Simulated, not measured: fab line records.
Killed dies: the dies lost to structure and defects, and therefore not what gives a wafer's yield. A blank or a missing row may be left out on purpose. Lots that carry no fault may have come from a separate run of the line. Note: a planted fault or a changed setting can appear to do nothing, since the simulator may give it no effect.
fab line records -- flow sky130 -- part 2 of 2: steps 33 to 45 of 45
record lots=5, wafers=15, lastDay=50
route steps=708 shown NWELL@68 PWDE@84 VT_ADJUST_HVTP@85 VT_ADJUST_LVTN@97
lots with no fault: from the same line, run without faults
startH: the number of hours between the record's first day and the start of the first shown wafer of the lot -- waitH: how many hours have passed since the lot's step before this one -- " the same as in the row above -- L1.1+2: one row covering several wafers at once -- - no value, or no start given -- * or withheld: withheld -- < > ~ a bound
route shown NAME@n: names a module that has steps shown in the file, with the first one's number in the route -- usual: the fault-free wafers' mean and standard deviation -- same: alike in all rows -- chamber/n: place in a boat -- sites: the reading at each site -- _std_site: their standard deviation -- _edge_site: the outer-site mean with the inner-site mean subtracted -- radiusMm: for every site, how far away it sits from the centre of the wafer -- mask NAME#n: copy n -- behind: the most recent tool/chamber to have shaped the wafer -- hold: why the lot was held/for how many hours/how that ended -- device: the n, p or np transistor that did not switch -- end of line: the route-end tests of the same wafers -- step lacking rows: just its recipe -- killed: count of dies lost to structure and defects at first sort (not the wafer's yield) -- map: the dies of a wafer, with x for killed, . for not killed, _ for no die there
set.NAME: the setting the step ran with; set.NAME@STEP: the setting that earlier step ran with -- model.NAME: the simulator's own value behind a step, which no gauge read
a table for each step, a row for each wafer; lots at some steps of the route
services: when a tool's chamber went out of use (startH, in hours from the record's first day, below 0 if earlier), for how many hours, and the reason
## steps
# step SKY_VT_ADJUST_LVTN_EXPOSE_04
# recipe maskId=NWM_COMPLEMENT_LESS_NATIVE, na=0.6, sourceShape=conventional, sigmaOuter=0.6, polarization=unpolarized, targetCdNm=840, doseMj=194
# usual focusOffsetNm=0.0/0.53
lot.wafer,tool,chamber,startH,waitH,mask,focusOffsetNm
L075.2,ilineStepper-01,0,-,-,NWM_COMPLEMENT_LESS_NATIVE#0,0.3
L075.3,ilineStepper-01,0,-,-,NWM_COMPLEMENT_LESS_NATIVE#0,-0.4
L075.6,ilineStepper-01,0,-,-,NWM_COMPLEMENT_LESS_NATIVE#0,0.5
L081.1,ilineStepper-02,0,-,-,NWM_COMPLEMENT_LESS_NATIVE#0,0.5
L081.2,ilineStepper-02,0,-,-,NWM_COMPLEMENT_LESS_NATIVE#0,1.1
L081.6,ilineStepper-02,0,-,-,NWM_COMPLEMENT_LESS_NATIVE#0,-0.3
L085.4,ilineStepper-02,0,-,-,NWM_COMPLEMENT_LESS_NATIVE#0,-0.8
L085.5,ilineStepper-02,0,-,-,NWM_COMPLEMENT_LESS_NATIVE#0,-0.5
L085.6,ilineStepper-02,0,-,-,NWM_COMPLEMENT_LESS_NATIVE#0,-0.4
L094.2,ilineStepper-02,0,-,-,NWM_COMPLEMENT_LESS_NATIVE#0,0.4
L094.3,ilineStepper-02,0,-,-,NWM_COMPLEMENT_LESS_NATIVE#0,-0.5
L094.6,ilineStepper-02,0,-,-,NWM_COMPLEMENT_LESS_NATIVE#0,0.6
L095.1,ilineStepper-02,0,-,-,NWM_COMPLEMENT_LESS_NATIVE#0,-0.1
L095.4,ilineStepper-02,0,-,-,NWM_COMPLEMENT_LESS_NATIVE#0,0.9
L095.5,ilineStepper-02,0,-,-,NWM_COMPLEMENT_LESS_NATIVE#0,1.6
# step SKY_VT_ADJUST_LVTN_PEB_05
# recipe tempC=115, timeS=withheld
lot.wafer,tool,chamber,startH,waitH
L075.2+3+6,lithoTrack-01,0,-,-
L081.1+2+6,lithoTrack-02,0,-,-
L085.4+5+6,lithoTrack-01,0,-,-
L094.2+3+6,lithoTrack-02,0,-,-
L095.1+4+5,lithoTrack-01,0,-,-
# step SKY_VT_ADJUST_LVTN_DEVELOP_06
# recipe wallAngleDeg=90, developer=TMAH, developTimeS=60, devTempC=23
# same developTimeS=60
lot.wafer,tool,chamber,startH,waitH
L075.2+3+6,lithoTrack-01,0,-,-
L081.1+2+6,lithoTrack-02,0,-,-
L085.4+5+6,lithoTrack-01,0,-,-
L094.2+3+6,lithoTrack-02,0,-,-
L095.1+4+5,lithoTrack-01,0,-,-
# step SKY_VT_ADJUST_LVTN_OVL_MEAS_07
# usual VT_ADJUST_LVTN_OVL=0.1/1.6
lot.wafer,tool,chamber,startH,waitH,VT_ADJUST_LVTN_OVL[nm]
L075.2,overlay-01,-,150.76,-,0.4
L075.3,overlay-01,-,150.76,-,1.8
L075.6,overlay-01,-,150.76,-,0.0
L081.1,overlay-02,-,189.07,-,0.0
L081.2,overlay-02,-,189.07,-,-0.5
L081.6,overlay-02,-,189.07,-,-0.6
L085.4,overlay-02,-,213.22,-,1.5
L085.5,overlay-02,-,213.22,-,-1.3
L085.6,overlay-02,-,213.22,-,0.4
L094.2,overlay-01,-,271.88,-,0.2
L094.3,overlay-01,-,271.88,-,0.1
L094.6,overlay-01,-,271.88,-,-0.4
L095.1,overlay-01,-,279.60,-,-1.6
L095.4,overlay-01,-,279.60,-,0.1
L095.5,overlay-01,-,279.60,-,1.3
# step SKY_VT_ADJUST_LVTN_IMPLANT_08
# recipe species=B, energyKev=30, doseCm2=1.57e+12, tiltDeg=withheld
lot.wafer,tool,chamber,startH,waitH
L075.2+3+6,implanter-03,0,150.81,0.0
L081.1+2+6,implanter-01,0,189.11,0.0
L085.4+5+6,implanter-01,0,213.31,0.1
L094.2+3+6,implanter-04,0,271.93,0.0
L095.1+4+5,implanter-04,0,279.64,0.0
# step SKY_VT_ADJUST_LVTN_STRIP_09
# recipe chemistry=O2/N2, powerW=1400, pressureMtorr=1500, platenTempC=withheld, o2FlowSccm=2862, n2FlowSccm=300, overashFraction=0.5
# usual drypumpMotorCurrentA=6.1/0.45, oesProductAu=0.721/0.0044, stripTimeToEndpointS=36.99/0.092
lot.wafer,tool,chamber,startH,waitH,drypumpMotorCurrentA,oesProductAu,rfHoursCounterH,stripTimeToEndpointS
L075.2,plasmaAsher-03,0,150.94,0.1,5.6,0.715,45,37.03
L075.3,plasmaAsher-03,1,150.94,0.1,6.4,0.722,-,37.00
L075.6,plasmaAsher-03,1,150.94,0.1,6.4,0.725,-,36.97
L081.1,plasmaAsher-02,0,189.26,0.1,6.0,0.718,3,37.03
L081.2,plasmaAsher-02,1,189.26,0.1,5.4,0.718,3,37.05
L081.6,plasmaAsher-02,1,189.26,0.1,5.4,0.726,-,36.96
L085.4,plasmaAsher-01,1,213.42,0.1,6.3,0.724,-,36.96
L085.5,plasmaAsher-01,1,213.42,0.1,6.3,0.715,-,36.94
L085.6,plasmaAsher-01,0,213.42,0.1,6.7,0.725,-,37.08
L094.2,plasmaAsher-03,1,272.06,0.1,6.4,0.721,57,37.05
L094.3,plasmaAsher-03,0,272.06,0.1,5.6,0.724,-,36.99
L094.6,plasmaAsher-03,0,272.06,0.1,5.7,0.723,-,37.01
L095.1,plasmaAsher-01,0,279.79,0.1,6.7,0.720,59,37.11
L095.4,plasmaAsher-01,1,279.79,0.1,6.4,0.720,-,37.17
L095.5,plasmaAsher-01,1,279.79,0.1,6.4,0.722,-,37.09
# step SKY_VT_ADJUST_LVTN_TW_MEAS_10
# usual VT_ADJUST_LVTN_TW=243.0/1.1
lot.wafer,tool,chamber,startH,waitH,VT_ADJUST_LVTN_TW
L075.2,filmMetro-02,-,151.05,0.1,240.9
L075.3,filmMetro-02,-,151.05,0.1,241.6
L075.6,filmMetro-02,-,151.05,0.1,242.1
L081.1,filmMetro-04,-,189.36,0.1,243.8
L081.2,filmMetro-04,-,189.36,0.1,242.0
L081.6,filmMetro-04,-,189.36,0.1,244.3
L085.4,filmMetro-03,-,213.52,0.1,241.6
L085.5,filmMetro-03,-,213.52,0.1,242.1
L085.6,filmMetro-03,-,213.52,0.1,242.3
L094.2,filmMetro-03,-,272.17,0.1,243.0
L094.3,filmMetro-03,-,272.17,0.1,243.0
L094.6,filmMetro-03,-,272.17,0.1,241.4
L095.1,filmMetro-04,-,279.89,0.1,241.5
L095.4,filmMetro-04,-,279.89,0.1,241.6
L095.5,filmMetro-04,-,279.89,0.1,242.3
# step SKY_VT_ADJUST_LVTN_DEHYDRATE_11
# recipe tempC=200, timeS=60
lot.wafer,tool,chamber,startH,waitH
L075.2+3+6,lithoTrack-04,0,161.66,10.6
L081.1+2+6,lithoTrack-02,0,199.22,9.9
L085.4+5+6,lithoTrack-01,0,224.03,10.5
L094.2+3+6,lithoTrack-01,0,283.98,11.8
L095.1+4+5,lithoTrack-01,0,292.20,12.3
# step SKY_VT_ADJUST_LVTN_HMDS_12
# recipe primeTimeS=60, primeTempC=120
# same primeTimeS=60
lot.wafer,tool,chamber,startH,waitH
L075.2+3+6,lithoTrack-04,0,161.81,0.1
L081.1+2+6,lithoTrack-02,0,199.37,0.1
L085.4+5+6,lithoTrack-01,0,224.18,0.1
L094.2+3+6,lithoTrack-01,0,284.13,0.1
L095.1+4+5,lithoTrack-01,0,292.35,0.1
# step SKY_VT_ADJUST_LVTN_COAT_13
# recipe resist=NOVOLAK, spinRpm=3000, resistThkNm=1140
lot.wafer,tool,chamber,startH,waitH
L075.2+3+6,lithoTrack-04,0,161.96,0.1
L081.1+2+6,lithoTrack-02,0,199.52,0.1
L085.4+5+6,lithoTrack-01,0,224.33,0.1
L094.2+3+6,lithoTrack-01,0,284.28,0.1
L095.1+4+5,lithoTrack-01,0,292.50,0.1
# step SKY_VT_ADJUST_LVTN_SOFTBAKE_14
# recipe tempC=90, timeS=60, resist=NOVOLAK
lot.wafer,tool,chamber,startH,waitH
L075.2+3+6,lithoTrack-04,0,162.11,0.1
L081.1+2+6,lithoTrack-02,0,199.67,0.1
L085.4+5+6,lithoTrack-01,0,224.48,0.1
L094.2+3+6,lithoTrack-01,0,284.43,0.1
L095.1+4+5,lithoTrack-01,0,292.65,0.1
# step SKY_VT_ADJUST_LVTN_EXPOSE_15
# recipe maskId=HVN_STD_DERIVED, na=0.6, sourceShape=conventional, sigmaOuter=0.6, polarization=unpolarized, targetCdNm=600, doseMj=163
# usual focusOffsetNm=0.0/0.57
lot.wafer,tool,chamber,startH,waitH,mask,focusOffsetNm
L075.2,ilineStepper-02,0,-,-,HVN_STD_DERIVED#0,0.0
L075.3,ilineStepper-02,0,-,-,HVN_STD_DERIVED#0,-0.6
L075.6,ilineStepper-02,0,-,-,HVN_STD_DERIVED#0,-0.8
L081.1,ilineStepper-01,0,-,-,HVN_STD_DERIVED#0,0.3
L081.2,ilineStepper-01,0,-,-,HVN_STD_DERIVED#0,1.5
L081.6,ilineStepper-01,0,-,-,HVN_STD_DERIVED#0,-0.6
L085.4,ilineStepper-02,0,-,-,HVN_STD_DERIVED#0,1.5
L085.5,ilineStepper-02,0,-,-,HVN_STD_DERIVED#0,0.8
L085.6,ilineStepper-02,0,-,-,HVN_STD_DERIVED#0,-0.3
L094.2,ilineStepper-01,0,-,-,HVN_STD_DERIVED#0,0.0
L094.3,ilineStepper-01,0,-,-,HVN_STD_DERIVED#0,0.3
L094.6,ilineStepper-01,0,-,-,HVN_STD_DERIVED#0,-0.6
L095.1,ilineStepper-02,0,-,-,HVN_STD_DERIVED#0,-1.0
L095.4,ilineStepper-02,0,-,-,HVN_STD_DERIVED#0,-0.5
L095.5,ilineStepper-02,0,-,-,HVN_STD_DERIVED#0,-0.8
# step SKY_VT_ADJUST_LVTN_PEB_16
# recipe tempC=withheld, timeS=*, resist=NOVOLAK
lot.wafer,tool,chamber,startH,waitH
L075.2+3+6,lithoTrack-02,0,-,-
L081.1+2+6,lithoTrack-02,0,-,-
L085.4+5+6,lithoTrack-01,0,-,-
L094.2+3+6,lithoTrack-02,0,-,-
L095.1+4+5,lithoTrack-01,0,-,-
## services
tool,chamber,startH,hours,kind
implanter-02,-,84.18,3.6,pm
rtpAnneal-02,-,89.28,2.9,pm
implanter-03,-,99.62,4.1,pm
ilineStepper-01,-,106.08,13.9,repair
ilineStepper-02,-,108.21,5.6,repair
plasmaAsher-02,-,108.75,9.0,pm
implanter-04,-,109.65,1.2,repair
implanter-03,-,112.71,1.0,repair
implanter-04,-,144.23,2.4,repair
implanter-02,-,144.27,5.5,repair
plasmaAsher-04,-,151.43,0.7,repair
ilineStepper-02,-,167.72,1.7,pm
implanter-01,-,174.64,0.7,repair
implanter-03,-,184.67,3.1,repair
ilineStepper-01,-,186.54,1.7,pm
plasmaAsher-01,-,205.14,2.2,repair
implanter-01,-,205.65,5.2,pm
implanter-01,-,219.23,9.8,pm
implanter-02,-,254.39,2.6,repair
ilineStepper-02,-,261.91,4.4,pm
implanter-03,-,263.88,5.2,repair
ilineStepper-01,-,267.05,3.0,repair
implanter-03,-,280.66,4.7,repair
implanter-04,-,300.17,2.1,repair
